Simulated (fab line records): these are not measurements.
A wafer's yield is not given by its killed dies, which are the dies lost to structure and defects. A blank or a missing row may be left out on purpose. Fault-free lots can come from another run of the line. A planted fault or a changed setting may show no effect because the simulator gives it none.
A struck lot beside a sound one || flow gf180mcu || 16 steps out of a route of 602
Sound: these wafers, L902.1, L902.3, L902.6. Struck: wafer L904.3 (L904.2, L904.6, from the same lot, were not struck and are left out); the cause is given at the end.
At each step with rows: each side's tool, then ch and its chambers, then its first start. Under that, the readings that differ: sound wafers || struck wafers || difference of the means || sigmas: that difference in standard deviations of wafers without a fault.
alike: readings whose means differ by less than 2 such deviations, and words and numbers that are the same on both sides. not compared: withheld readings, readings that some wafer has no value for, bounds like >300 that may hide the same value, and numbers for which the record gives no deviation and whose values overlap.
A row with sigmas, a row that says differs or no value, or rows on one side alone: a step with any of these is where the two part. Numbers that don't overlap but have no deviation are shown without sigmas and don't part them. Lack of a reading on every wafer of one side parts them only where that side has two or more wafers.

GF_POLY_GATE_ETCH_13: etches poly-Si in HBr/Cl2, stops on SiO2, target depth 198.5 nm, time 69.6 s.
  sound on rie si-02 ch 0,1, day 10 13:15; struck on rie si-01 ch 0, day 10 23:18
  alike: drypump motor current A, mfc cl2 sccm, oes product au, throttle valve pct
  not compared: rf hours counter h
GF_POLY_GATE_STRIP_14: strips in O2/N2.
  sound on plasma asher-02 ch 0,1, day 10 13:18; struck on plasma asher-04 ch 1, day 10 23:22
{"reading": "heater power w (W)", "sound": "352 391 383", "struck": 265, "difference": -110, "sigmas": -2}
  alike: drypump motor current A, oes product au
  not compared: rf hours counter h
then, 2 steps without rows for these wafers: GF_POLY_GATE_CLEAN_15 (cleans in SC1/SC2, time 150 s); GF_POLY_GATE_OXIDATION_16 (stabilise 600 s, purge 300 s, target thk 4 nm).
GF_POLY_GATE_THK_MEAS_17:
  sound on film metro-02, day 10 14:42; struck on film metro-01, day 11 01:22
  alike: POLY_GATE_OXIDATION_THK
GF_POLY_GATE_CD_MEAS_18:
  sound on cd sem-02, day 10 14:46; struck on cd sem-02, day 11 01:26
  alike: cd nm
then, 6 steps without rows for these wafers: GF_HV_LDD_DEHYDRATE_00 (time 60 s); GF_HV_LDD_HMDS_01 (prime time 60 s); GF_HV_LDD_COAT_02 (resist thk 1000 nm); GF_HV_LDD_SOFTBAKE_03 (time 60 s); GF_HV_LDD_EXPOSE_04 (exposes mask Nplus LV AREA, target cd 400 nm); GF_HV_LDD_PEB_05.
GF_HV_LDD_DEVELOP_06: develop time 60 s.
  sound on litho track-01 ch 0, day 11 08:44; struck on litho track-01 ch 0, day 11 20:10
GF_HV_LDD_CD_MEAS_07: the cd target is 400 nm.
  sound on cd sem-01, day 11 08:53; struck on cd sem-02, day 11 20:36
{"reading": "cd nm (nm)", "sound": "402.3 401.3 401.4", "struck": 220.2, "difference": -181.5, "sigmas": -79}
  not compared: hold
GF_HV_LDD_OVL_MEAS_08:
  sound on overlay-02, day 11 09:01; struck on overlay-02, day 12 01:09
{"reading": "hold", "sound": "- - -", "struck": "await dispo/4.4h/release", "difference": "no value on the sound wafers", "sigmas": ""}
  alike: HV_LDD_OVL
next, for these wafers, 1 step has no rows: GF_PASSIVATION_PROBE_99.

== WHERE THEY PART ==
At GF_POLY_GATE_STRIP_14 first; at GF_HV_LDD_OVL_MEAS_08 last (within this record only).

WHY: what had been put in by the simulator
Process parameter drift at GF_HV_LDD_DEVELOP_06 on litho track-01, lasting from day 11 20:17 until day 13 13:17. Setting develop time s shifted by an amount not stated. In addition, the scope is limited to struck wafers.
